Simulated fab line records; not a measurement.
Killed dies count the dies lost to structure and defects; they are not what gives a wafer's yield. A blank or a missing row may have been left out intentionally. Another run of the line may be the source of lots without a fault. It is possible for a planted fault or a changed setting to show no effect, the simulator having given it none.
fab line records	flow sky130	part 1 of 2: steps 1 to 30 of 43
record lots=5	wafers=15	lastDay=49
route steps=708 shown VT_ADJUST_LVTN@105 VT_ADJUST_NCORE@119 VT_ADJUST_HVTR@131 VT_ADJUST_PCH@143
lots that met no fault: taken from a fault-free run of the same line
startH: start of the lot's first displayed wafer, in hours after the record's first day	waitH: hours from the lot's prior step to this one	" unchanged from the row above	L1.1+2: a row that stands for several wafers	- value missing, or start not given	* or withheld: withheld	< > ~ a bound
route shown NAME@n: names a module that has steps shown in the file, with the first one's number in the route	usual: mean/standard deviation taken from wafers without a fault	same: alike in all rows	chamber/n: place in a boat	sites: readings site by site	_std_site: how widely they spread, as a standard deviation	_edge_site: outer sites' mean less inner sites'	radiusMm: how far each site lies from the wafer's centre	mask NAME#n: copy n	behind: the most recent tool/chamber to have shaped the wafer	hold: why the lot went on hold/how many hours it stayed there/how the hold came to an end	device: transistor that didn't switch, given as n, p or np	end of line: tests of these same wafers at the route's end	a step with no rows: only its recipe	killed: dies lost to structure and defects at the first sort, not the wafer's yield	map: a wafer's dies, marking killed ones x, the rest . and places with no die _
set.NAME: the setting the step ran with; set.NAME@STEP: the setting that earlier step ran with	model.NAME: the simulator's own value behind a step, which no gauge read
lots at selected steps of the route; one table per step, one row per wafer
services: a tool's chamber out of use, with start hour (startH, from the record's first day; less than 0 if before it), hours out, and reason
## steps
# step SKY_VT_ADJUST_LVTN_IMPLANT_08
# recipe species=B	energyKev=30	doseCm2=1.57e+12	tiltDeg=withheld
# usual beamOnS=9.98/0.2
lot.wafer	tool	chamber	startH	waitH	beamOnS
L077.2	implanter-04	0	158.17	0.0	10.02
L077.4	"	0	"	"	9.84
L077.6	"	0	"	"	10.05
L080.3	implanter-02	0	182.30	0.1	9.81
L080.4	"	0	"	"	10.00
L080.6	"	0	"	"	10.12
L085.1	implanter-02	0	213.93	0.0	10.28
L085.3	"	0	"	"	9.84
L085.6	"	0	"	"	9.87
L089.2	implanter-03	0	243.86	0.0	10.05
L089.4	"	0	"	"	9.86
L089.6	"	0	"	"	9.96
L092.1	implanter-02	0	259.68	0.0	9.45
L092.2	"	0	"	"	9.73
L092.5	"	0	"	"	9.84
# step SKY_VT_ADJUST_LVTN_STRIP_09
# recipe chemistry=O2/N2	powerW=1400	pressureMtorr=1500	platenTempC=withheld	o2FlowSccm=3000	n2FlowSccm=300	overashFraction=0.5
# usual drypumpMotorCurrentA=6.14/0.19	oesProductAu=0.723/0.0045	stripTimeToEndpointS=36.93/0.099
lot.wafer	tool	chamber	startH	waitH	drypumpMotorCurrentA	oesProductAu	rfHoursCounterH	stripTimeToEndpointS
L077.2	plasmaAsher-01	1	158.30	0.1	6.38	0.723	36	37.07
L077.4	"	0	"	"	5.83	0.725	-	37.19
L077.6	"	1	"	"	6.38	0.727	-	36.96
L080.3	plasmaAsher-03	1	182.43	0.1	6.18	0.728	-	36.80
L080.4	"	0	"	"	5.97	0.722	-	36.81
L080.6	"	0	"	"	6.00	0.717	-	36.89
L085.1	plasmaAsher-04	0	214.08	0.1	6.35	0.727	9	37.09
L085.3	"	0	"	"	6.34	0.724	-	36.90
L085.6	"	0	"	"	6.36	0.724	-	36.95
L089.2	plasmaAsher-03	0	243.98	0.1	5.97	0.722	54	36.99
L089.4	"	0	"	"	5.98	0.713	-	36.97
L089.6	"	1	"	"	6.14	0.721	-	36.97
L092.1	plasmaAsher-01	1	259.83	0.1	6.37	0.722	46	36.85
L092.2	"	0	"	"	5.82	0.722	46	36.76
L092.5	"	1	"	"	6.40	0.724	-	36.90
# step SKY_VT_ADJUST_LVTN_TW_MEAS_10
# usual VT_ADJUST_LVTN_TW=243.0/1.7
lot.wafer	tool	chamber	startH	waitH	VT_ADJUST_LVTN_TW
L077.2	filmMetro-02	-	158.41	0.1	242.0
L077.4	"	-	"	"	242.2
L077.6	"	-	"	"	243.7
L080.3	filmMetro-03	-	182.52	0.1	244.8
L080.4	"	-	"	"	245.4
L080.6	"	-	"	"	245.7
L085.1	filmMetro-02	-	214.18	0.1	240.9
L085.3	"	-	"	"	241.0
L085.6	"	-	"	"	240.3
L089.2	filmMetro-02	-	244.09	0.1	242.5
L089.4	"	-	"	"	242.1
L089.6	"	-	"	"	241.6
L092.1	filmMetro-02	-	259.93	0.1	241.4
L092.2	"	-	"	"	241.0
L092.5	"	-	"	"	241.4
# step SKY_VT_ADJUST_LVTN_DEHYDRATE_11
# recipe tempC=200	timeS=60
lot.wafer	tool	chamber	startH	waitH
L077.2+4+6	lithoTrack-03	0	168.17	9.8
L080.3+4+6	lithoTrack-03	0	192.15	9.6
L085.1+3+6	lithoTrack-02	0	225.16	11.0
L089.2+4+6	lithoTrack-02	0	255.13	11.0
L092.1+2+5	lithoTrack-02	0	271.41	11.5
# step SKY_VT_ADJUST_LVTN_HMDS_12
# recipe primeTimeS=60	primeTempC=120
lot.wafer	tool	chamber	startH	waitH
L077.2+4+6	lithoTrack-03	0	168.32	0.1
L080.3+4+6	lithoTrack-03	0	192.30	0.1
L085.1+3+6	lithoTrack-02	0	225.31	0.1
L089.2+4+6	lithoTrack-02	0	255.28	0.1
L092.1+2+5	lithoTrack-02	0	271.56	0.1
# step SKY_VT_ADJUST_LVTN_COAT_13
# recipe resist=NOVOLAK	spinRpm=3000	resistThkNm=1140
lot.wafer	tool	chamber	startH	waitH
L077.2+4+6	lithoTrack-03	0	168.47	0.1
L080.3+4+6	lithoTrack-03	0	192.45	0.1
L085.1+3+6	lithoTrack-02	0	225.46	0.1
L089.2+4+6	lithoTrack-02	0	255.43	0.1
L092.1+2+5	lithoTrack-02	0	271.71	0.1
# step SKY_VT_ADJUST_LVTN_SOFTBAKE_14
# recipe tempC=90	timeS=60	resist=NOVOLAK
lot.wafer	tool	chamber	startH	waitH
L077.2+4+6	lithoTrack-03	0	168.62	0.1
L080.3+4+6	lithoTrack-03	0	192.60	0.1
L085.1+3+6	lithoTrack-02	0	225.61	0.1
L089.2+4+6	lithoTrack-02	0	255.58	0.1
L092.1+2+5	lithoTrack-02	0	271.86	0.1
# step SKY_VT_ADJUST_LVTN_EXPOSE_15
# recipe maskId=HVN_STD_DERIVED	na=0.6	sourceShape=conventional	sigmaOuter=0.6	polarization=unpolarized	targetCdNm=600	doseMj=163
# usual focusOffsetNm=-0.1/0.57
lot.wafer	tool	chamber	startH	waitH	mask	focusOffsetNm
L077.2	ilineStepper-02	0	-	-	HVN_STD_DERIVED#0	0.8
L077.4	"	0	"	"	HVN_STD_DERIVED#0	0.0
L077.6	"	0	"	"	HVN_STD_DERIVED#0	-0.1
L080.3	ilineStepper-01	0	-	-	HVN_STD_DERIVED#0	0.4
L080.4	"	0	"	"	HVN_STD_DERIVED#0	1.0
L080.6	"	0	"	"	HVN_STD_DERIVED#0	0.9
L085.1	ilineStepper-02	0	-	-	HVN_STD_DERIVED#0	-0.6
L085.3	"	0	"	"	HVN_STD_DERIVED#0	-0.8
L085.6	"	0	"	"	HVN_STD_DERIVED#0	-0.9
L089.2	ilineStepper-02	0	-	-	HVN_STD_DERIVED#0	-0.2
L089.4	"	0	"	"	HVN_STD_DERIVED#0	0.5
L089.6	"	0	"	"	HVN_STD_DERIVED#0	0.3
L092.1	ilineStepper-01	0	-	-	HVN_STD_DERIVED#0	-0.3
L092.2	"	0	"	"	HVN_STD_DERIVED#0	-0.8
L092.5	"	0	"	"	HVN_STD_DERIVED#0	-0.2
# step SKY_VT_ADJUST_LVTN_PEB_16
# recipe tempC=withheld	timeS=*	resist=NOVOLAK
lot.wafer	tool	chamber	startH	waitH
L077.2+4+6	lithoTrack-04	0	-	-
L080.3+4+6	lithoTrack-02	0	-	-
L085.1+3+6	lithoTrack-03	0	-	-
L089.2+4+6	lithoTrack-02	0	-	-
L092.1+2+5	lithoTrack-03	0	-	-
# step SKY_VT_ADJUST_LVTN_DEVELOP_17
# recipe resist=NOVOLAK	developer=TMAH	developTimeS=60	devTempC=23
lot.wafer	tool	chamber	startH	waitH
L077.2+4+6	lithoTrack-04	0	178.78	0.1
L080.3+4+6	lithoTrack-02	0	203.41	0.1
L085.1+3+6	lithoTrack-03	0	236.15	0.1
L089.2+4+6	lithoTrack-02	0	267.83	0.1
L092.1+2+5	lithoTrack-03	0	283.70	0.1
# step SKY_VT_ADJUST_LVTN_OVL_MEAS_18
# usual VT_ADJUST_LVTN_01_OVL=0.7/1.5
lot.wafer	tool	chamber	startH	waitH	VT_ADJUST_LVTN_01_OVL[nm]
L077.2	overlay-01	-	178.92	0.1	2.0
L077.4	"	-	"	"	2.1
L077.6	"	-	"	"	3.7
L080.3	overlay-02	-	203.52	0.1	1.6
L080.4	"	-	"	"	2.2
L080.6	"	-	"	"	0.1
L085.1	overlay-02	-	236.30	0.1	-1.8
L085.3	"	-	"	"	0.0
L085.6	"	-	"	"	-0.9
L089.2	overlay-01	-	267.97	0.1	-0.7
L089.4	"	-	"	"	-0.5
L089.6	"	-	"	"	0.0
L092.1	overlay-01	-	283.85	0.1	4.0
L092.2	"	-	"	"	3.9
L092.5	"	-	"	"	3.1
# step SKY_VT_ADJUST_LVTN_IMPLANT_19
# recipe species=B	energyKev=30	doseCm2=6.5e+11	tiltDeg=withheld
# usual beamOnS=10.01/0.23
lot.wafer	tool	chamber	startH	waitH	beamOnS
L077.2	implanter-03	0	178.97	0.0	9.81
L077.4	"	0	"	"	9.95
L077.6	"	0	"	"	9.83
L080.3	implanter-04	0	203.60	0.1	10.14
L080.4	"	0	"	"	9.57
L080.6	"	0	"	"	10.01
L085.1	implanter-03	0	236.33	0.0	10.29
L085.3	"	0	"	"	10.00
L085.6	"	0	"	"	10.08
L089.2	implanter-02	0	268.02	0.0	9.66
L089.4	"	0	"	"	10.30
L089.6	"	0	"	"	9.58
L092.1	implanter-03	0	283.88	0.0	10.37
L092.2	"	0	"	"	10.16
L092.5	"	0	"	"	9.70
# step SKY_VT_ADJUST_LVTN_STRIP_20
# recipe chemistry=O2/N2	powerW=1400	pressureMtorr=1500	platenTempC=withheld	o2FlowSccm=3000	n2FlowSccm=300	overashFraction=0.5
# usual drypumpMotorCurrentA=6.11/0.2	oesProductAu=0.716/0.0045	stripTimeToEndpointS=14.18/0.039
lot.wafer	tool	chamber	startH	waitH	drypumpMotorCurrentA	oesProductAu	rfHoursCounterH	stripTimeToEndpointS
L077.2	plasmaAsher-04	1	179.10	0.1	6.26	0.714	6	14.15
L077.4	"	0	"	"	6.35	0.713	-	14.24
L077.6	"	0	"	"	6.35	0.719	-	14.22
L080.3	plasmaAsher-01	1	203.73	0.1	6.38	0.724	-	14.19
L080.4	"	0	"	"	5.82	0.718	-	14.17
L080.6	"	0	"	"	5.82	0.718	-	14.16
L085.1	plasmaAsher-03	1	236.48	0.1	6.16	0.715	54	14.18
L085.3	"	0	"	"	5.94	0.719	-	14.18
L085.6	"	0	"	"	5.96	0.712	-	14.15
L089.2	plasmaAsher-04	0	268.15	0.1	6.34	0.715	14	14.18
L089.4	"	0	"	"	6.32	0.719	-	14.15
L089.6	"	1	"	"	6.24	0.724	-	14.20
L092.1	plasmaAsher-04	0	284.03	0.1	6.35	0.717	16	14.17
L092.2	"	1	"	"	6.25	0.716	16	14.12
L092.5	"	1	"	"	6.22	0.711	-	14.14
# step SKY_VT_ADJUST_LVTN_TW_MEAS_21
# usual VT_ADJUST_LVTN_2_TW=189.4/1.3
lot.wafer	tool	chamber	startH	waitH	VT_ADJUST_LVTN_2_TW
L077.2	filmMetro-03	-	179.21	0.1	191.1
L077.4	"	-	"	"	191.2
L077.6	"	-	"	"	191.9
L080.3	filmMetro-03	-	203.82	0.1	190.6
L080.4	"	-	"	"	191.4
L080.6	"	-	"	"	191.2
L085.1	filmMetro-01	-	236.58	0.1	189.8
L085.3	"	-	"	"	189.0
L085.6	"	-	"	"	188.7
L089.2	filmMetro-02	-	268.26	0.1	187.8
L089.4	"	-	"	"	188.1
L089.6	"	-	"	"	187.9
L092.1	filmMetro-02	-	284.13	0.1	188.9
L092.2	"	-	"	"	187.7
L092.5	"	-	"	"	187.1
# step SKY_VT_ADJUST_NCORE_DEHYDRATE_00
# recipe tempC=200	timeS=60
lot.wafer	tool	chamber	startH	waitH
L077.2+4+6	lithoTrack-01	0	188.87	9.7
L080.3+4+6	lithoTrack-02	0	213.66	9.8
L085.1+3+6	lithoTrack-01	0	248.19	11.6
L089.2+4+6	lithoTrack-03	0	279.97	11.7
L092.1+2+5	lithoTrack-03	0	295.90	11.8
# step SKY_VT_ADJUST_NCORE_HMDS_01
# recipe primeTimeS=60	primeTempC=120
lot.wafer	tool	chamber	startH	waitH
L077.2+4+6	lithoTrack-01	0	189.02	0.1
L080.3+4+6	lithoTrack-02	0	213.81	0.1
L085.1+3+6	lithoTrack-01	0	248.34	0.1
L089.2+4+6	lithoTrack-03	0	280.12	0.1
L092.1+2+5	lithoTrack-03	0	296.05	0.1
# step SKY_VT_ADJUST_NCORE_COAT_02
# recipe resist=NOVOLAK	spinRpm=3000	resistThkNm=1140
lot.wafer	tool	chamber	startH	waitH
L077.2+4+6	lithoTrack-01	0	189.17	0.1
L080.3+4+6	lithoTrack-02	0	213.96	0.1
L085.1+3+6	lithoTrack-01	0	248.49	0.1
L089.2+4+6	lithoTrack-03	0	280.27	0.1
L092.1+2+5	lithoTrack-03	0	296.20	0.1
# step SKY_VT_ADJUST_NCORE_SOFTBAKE_03
# recipe tempC=90	timeS=60	resist=NOVOLAK
lot.wafer	tool	chamber	startH	waitH
L077.2+4+6	lithoTrack-01	0	189.32	0.1
L080.3+4+6	lithoTrack-02	0	214.11	0.1
L085.1+3+6	lithoTrack-01	0	248.64	0.1
L089.2+4+6	lithoTrack-03	0	280.42	0.1
L092.1+2+5	lithoTrack-03	0	296.35	0.1
# step SKY_VT_ADJUST_NCORE_EXPOSE_04
# recipe maskId=LVTN_COMPLEMENT_THIN	na=0.6	sourceShape=conventional	sigmaOuter=0.6	polarization=unpolarized	targetCdNm=380	doseMj=139
# usual focusOffsetNm=0.0/0.63
lot.wafer	tool	chamber	startH	waitH	mask	focusOffsetNm
L077.2	ilineStepper-01	0	-	-	LVTN_COMPLEMENT_THIN#0	0.5
L077.4	"	0	"	"	LVTN_COMPLEMENT_THIN#0	-0.2
L077.6	"	0	"	"	LVTN_COMPLEMENT_THIN#0	-0.9
L080.3	ilineStepper-02	0	-	-	LVTN_COMPLEMENT_THIN#0	0.0
L080.4	"	0	"	"	LVTN_COMPLEMENT_THIN#0	0.3
L080.6	"	0	"	"	LVTN_COMPLEMENT_THIN#0	-0.9
L085.1	ilineStepper-01	0	-	-	LVTN_COMPLEMENT_THIN#0	1.2
L085.3	"	0	"	"	LVTN_COMPLEMENT_THIN#0	0.2
L085.6	"	0	"	"	LVTN_COMPLEMENT_THIN#0	-0.1
L089.2	ilineStepper-02	0	-	-	LVTN_COMPLEMENT_THIN#0	0.8
L089.4	"	0	"	"	LVTN_COMPLEMENT_THIN#0	-0.5
L089.6	"	0	"	"	LVTN_COMPLEMENT_THIN#0	-0.7
L092.1	ilineStepper-02	0	-	-	LVTN_COMPLEMENT_THIN#0	-1.0
L092.2	"	0	"	"	LVTN_COMPLEMENT_THIN#0	-0.5
L092.5	"	0	"	"	LVTN_COMPLEMENT_THIN#0	0.0
# step SKY_VT_ADJUST_NCORE_PEB_05
# recipe tempC=withheld	timeS=*	resist=NOVOLAK
lot.wafer	tool	chamber	startH	waitH
L077.2+4+6	lithoTrack-02	0	-	-
L080.3+4+6	lithoTrack-01	0	-	-
L085.1+3+6	lithoTrack-01	0	-	-
L089.2+4+6	lithoTrack-02	0	-	-
L092.1+2+5	lithoTrack-03	0	-	-
# step SKY_VT_ADJUST_NCORE_DEVELOP_06
# recipe resist=NOVOLAK	developer=TMAH	developTimeS=60	devTempC=23
lot.wafer	tool	chamber	startH	waitH
L077.2+4+6	lithoTrack-02	0	199.83	0.1
L080.3+4+6	lithoTrack-01	0	225.59	0.1
L085.1+3+6	lithoTrack-01	0	260.24	0.1
L089.2+4+6	lithoTrack-02	0	292.88	0.1
L092.1+2+5	lithoTrack-03	0	308.35	0.1
# step SKY_VT_ADJUST_NCORE_CD_MEAS_07
# recipe targetCdNm=380
# usual cdNm=379.9/2.3
lot.wafer	tool	chamber	startH	waitH	cdNm
L077.2	cdSem-02	-	199.98	0.1	376.9
L077.4	"	-	"	"	376.2
L077.6	"	-	"	"	378.0
L080.3	cdSem-02	-	225.73	0.1	380.4
L080.4	"	-	"	"	381.9
L080.6	"	-	"	"	380.4
L085.1	cdSem-02	-	260.39	0.1	384.7
L085.3	"	-	"	"	384.9
L085.6	"	-	"	"	384.1
L089.2	cdSem-02	-	293.03	0.1	384.3
L089.4	"	-	"	"	384.0
L089.6	"	-	"	"	383.9
L092.1	cdSem-01	-	308.50	0.1	381.1
L092.2	"	-	"	"	381.5
L092.5	"	-	"	"	380.3
# step SKY_VT_ADJUST_NCORE_OVL_MEAS_08
# usual VT_ADJUST_NCORE_OVL=0.5/1.5
lot.wafer	tool	chamber	startH	waitH	VT_ADJUST_NCORE_OVL[nm]
L077.2	overlay-02	-	200.09	0.1	1.6
L077.4	"	-	"	"	0.3
L077.6	"	-	"	"	0.6
L080.3	overlay-02	-	225.83	0.1	-0.8
L080.4	"	-	"	"	-0.5
L080.6	"	-	"	"	-0.9
L085.1	overlay-01	-	260.51	0.1	2.7
L085.3	"	-	"	"	3.1
L085.6	"	-	"	"	1.9
L089.2	overlay-01	-	293.14	0.1	0.8
L089.4	"	-	"	"	0.6
L089.6	"	-	"	"	1.3
L092.1	overlay-01	-	308.62	0.1	0.3
L092.2	"	-	"	"	-0.8
L092.5	"	-	"	"	-0.9
# step SKY_VT_ADJUST_NCORE_IMPLANT_09
# recipe species=B	energyKev=10	doseCm2=2.4e+12	tiltDeg=withheld
# usual beamOnS=10.01/0.21
lot.wafer	tool	chamber	startH	waitH	beamOnS
L077.2	implanter-01	0	200.14	0.0	9.87
L077.4	"	0	"	"	10.18
L077.6	"	0	"	"	10.19
L080.3	implanter-02	0	225.90	0.1	9.94
L080.4	"	0	"	"	9.78
L080.6	"	0	"	"	9.81
L085.1	implanter-02	0	260.55	0.0	10.06
L085.3	"	0	"	"	9.85
L085.6	"	0	"	"	10.17
L089.2	implanter-01	0	293.19	0.0	10.06
L089.4	"	0	"	"	10.22
L089.6	"	0	"	"	10.08
L092.1	implanter-03	0	308.65	0.0	9.82
L092.2	"	0	"	"	9.70
L092.5	"	0	"	"	9.77
# step SKY_VT_ADJUST_NCORE_STRIP_10
# recipe chemistry=O2/N2	powerW=1400	pressureMtorr=1500	platenTempC=withheld	o2FlowSccm=3000	n2FlowSccm=300	overashFraction=0.5
# usual drypumpMotorCurrentA=6.21/0.27	oesProductAu=0.716/0.0046	stripTimeToEndpointS=14.19/0.034
lot.wafer	tool	chamber	startH	waitH	drypumpMotorCurrentA	oesProductAu	rfHoursCounterH	stripTimeToEndpointS
L077.2	plasmaAsher-02	1	200.27	0.1	6.56	0.715	50	14.13
L077.4	"	1	"	"	6.53	0.709	-	14.11
L077.6	"	0	"	"	5.75	0.711	-	14.15
L080.3	plasmaAsher-01	1	226.03	0.1	6.38	0.710	-	14.16
L080.4	"	0	"	"	5.81	0.712	-	14.17
L080.6	"	1	"	"	6.38	0.715	-	14.21
L085.1	plasmaAsher-02	0	260.70	0.1	5.75	0.711	56	14.14
L085.3	"	1	"	"	6.51	0.720	-	14.17
L085.6	"	0	"	"	5.76	0.709	-	14.10
L089.2	plasmaAsher-04	1	293.32	0.1	6.23	0.708	17	14.15
L089.4	"	1	"	"	6.23	0.714	-	14.16
L089.6	"	1	"	"	6.25	0.715	-	14.18
L092.1	plasmaAsher-04	0	308.80	0.1	6.34	0.712	18	14.17
L092.2	"	1	"	"	6.27	0.707	18	14.16
L092.5	"	1	"	"	6.22	0.714	-	14.17
# step SKY_VT_ADJUST_NCORE_TW_MEAS_11
# usual VT_ADJUST_NCORE_TW=221.2/1.2
lot.wafer	tool	chamber	startH	waitH	VT_ADJUST_NCORE_TW
L077.2	filmMetro-01	-	200.38	0.1	222.0
L077.4	"	-	"	"	221.9
L077.6	"	-	"	"	221.8
L080.3	filmMetro-03	-	226.12	0.1	221.4
L080.4	"	-	"	"	221.1
L080.6	"	-	"	"	222.2
L085.1	filmMetro-01	-	260.80	0.1	221.0
L085.3	"	-	"	"	221.6
L085.6	"	-	"	"	220.7
L089.2	filmMetro-04	-	293.43	0.1	221.0
L089.4	"	-	"	"	221.1
L089.6	"	-	"	"	221.0
L092.1	filmMetro-03	-	308.90	0.1	220.8
L092.2	"	-	"	"	221.9
L092.5	"	-	"	"	220.1
# step SKY_VT_ADJUST_HVTR_DEHYDRATE_00
# recipe tempC=200	timeS=60
lot.wafer	tool	chamber	startH	waitH
L077.2+4+6	lithoTrack-02	0	210.28	9.9
L080.3+4+6	lithoTrack-01	0	236.64	10.5
L085.1+3+6	lithoTrack-02	0	272.36	11.5
L089.2+4+6	lithoTrack-02	0	305.03	11.6
L092.1+2+5	lithoTrack-02	0	321.56	12.6
# step SKY_VT_ADJUST_HVTR_HMDS_01
# recipe primeTimeS=60	primeTempC=120
lot.wafer	tool	chamber	startH	waitH
L077.2+4+6	lithoTrack-02	0	210.43	0.1
L080.3+4+6	lithoTrack-01	0	236.79	0.1
L085.1+3+6	lithoTrack-02	0	272.51	0.1
L089.2+4+6	lithoTrack-02	0	305.18	0.1
L092.1+2+5	lithoTrack-02	0	321.71	0.1
# step SKY_VT_ADJUST_HVTR_COAT_02
# recipe resist=NOVOLAK	spinRpm=3000	resistThkNm=1140
lot.wafer	tool	chamber	startH	waitH
L077.2+4+6	lithoTrack-02	0	210.58	0.1
L080.3+4+6	lithoTrack-01	0	236.94	0.1
L085.1+3+6	lithoTrack-02	0	272.66	0.1
L089.2+4+6	lithoTrack-02	0	305.33	0.1
L092.1+2+5	lithoTrack-02	0	321.86	0.1
# step SKY_VT_ADJUST_HVTR_SOFTBAKE_03
# recipe tempC=90	timeS=60	resist=NOVOLAK
lot.wafer	tool	chamber	startH	waitH
L077.2+4+6	lithoTrack-02	0	210.73	0.1
L080.3+4+6	lithoTrack-01	0	237.09	0.1
L085.1+3+6	lithoTrack-02	0	272.81	0.1
L089.2+4+6	lithoTrack-02	0	305.48	0.1
L092.1+2+5	lithoTrack-02	0	322.01	0.1
